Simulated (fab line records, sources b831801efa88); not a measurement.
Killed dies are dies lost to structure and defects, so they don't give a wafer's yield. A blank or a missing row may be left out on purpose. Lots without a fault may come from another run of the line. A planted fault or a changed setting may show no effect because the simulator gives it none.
Problem report in the 8D (eight disciplines) form, filled by code | flow gf180mcu | the parts of the form that need people (team, actions taken, sign-off) are left out

1. THE PROBLEM
cathode_dc_power_W at GF_M4_SPUTTER_01 reads a mean of 6852.0 W on 6 wafers of 2 lots; wafers without a fault read 6500.0 W with a standard deviation of 1.2. That is +99 or more standard deviations from the usual mean.
The step: material TiN, target thk 30 nm, time 25 s.
First seen on wafer L200.1, day 23 17:59, on pvd_sputter-04. The record holds 18 wafers of 6 lots with a number at this step. Rule for "out", or "out of limits": more than 4 standard deviations from the usual mean. The other wafers with a number count as sound.

2. WHAT IT IS AND WHAT IT IS NOT
question                    | is                     | is not
which readings at this step | cathode_dc_power_W     | throttle_valve_pct
which lots                  | L200, L201             | L197, L211, L213, L215
which wafers of those lots  | all that have a number | -
read on which tools         | pvd_sputter-04         | pvd_sputter-01, pvd_sputter-02
when                        | from day 23 17:59      | up to then (3 sound wafers); but 9 sound wafers of L211, L213, L215 came after

3. SUSPECTS, AND WHAT RULES EACH OUT
Counting: a tool at a process step up to the reading stays a suspect if it ran every lot that is out and no sound lot after the first of them.
- rie_diel-03 at GF_V3_ETCH_17 (etches SiO2 in C4F8/O2/Ar, stops on TiN, target depth 635 nm): ruled out as a lasting fault. Sound lots L215 ran on it after its first lot that is out, L200 (day 23 16:38). GF_V3_ETCH_17 gives no start for some lots, so the hours and the order of its lots are those of GF_V3_STRIP_18.
- cmp-02 at GF_V3_CMP_26 (polishes, stops on SiO2, t overpolish 15 s, target thk 0 nm): ruled out as a lasting fault. Sound lots L213, L215 ran on it after its first lot that is out, L200 (day 23 17:41).
- pvd_sputter-04 at GF_M4_SPUTTER_01 (material TiN, target thk 30 nm, time 25 s): ruled out as a lasting fault. Sound lots L211 ran on it after its first lot that is out, L200 (day 23 17:59).
Left after counting: nothing in the record.

4. THE CAUSE (what the simulator had put in)
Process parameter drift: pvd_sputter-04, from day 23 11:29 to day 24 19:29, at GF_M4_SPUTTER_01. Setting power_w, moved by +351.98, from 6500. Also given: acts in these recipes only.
Counting ruled it out, wrongly.

5. THE CHAIN OF EFFECTS, in route order
Each row: a reading whose mean over the struck wafers that have a number lies more than 3 standard deviations from the usual. Only readings for which the record gives a usual standard deviation are gone through. hours: the time from each lot's start at the first step in this table that gives one to its start at this step, as a median over the lots. sigmas: the change in usual standard deviations.
hours | step             | reading            | usual    | on struck wafers | change | sigmas
0     | GF_M4_SPUTTER_01 | cathode_dc_power_W | 6500.0 W | 6852.0           | +352.0 | +99 or more
The process steps in it:
- GF_M4_SPUTTER_01: material TiN, target thk 30 nm, time 25 s.

6. WHAT WOULD HAVE CAUGHT IT SOONER
In this record the first reading out of limits was taken at day 23 17:59, 6 hours after the fault began at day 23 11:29.
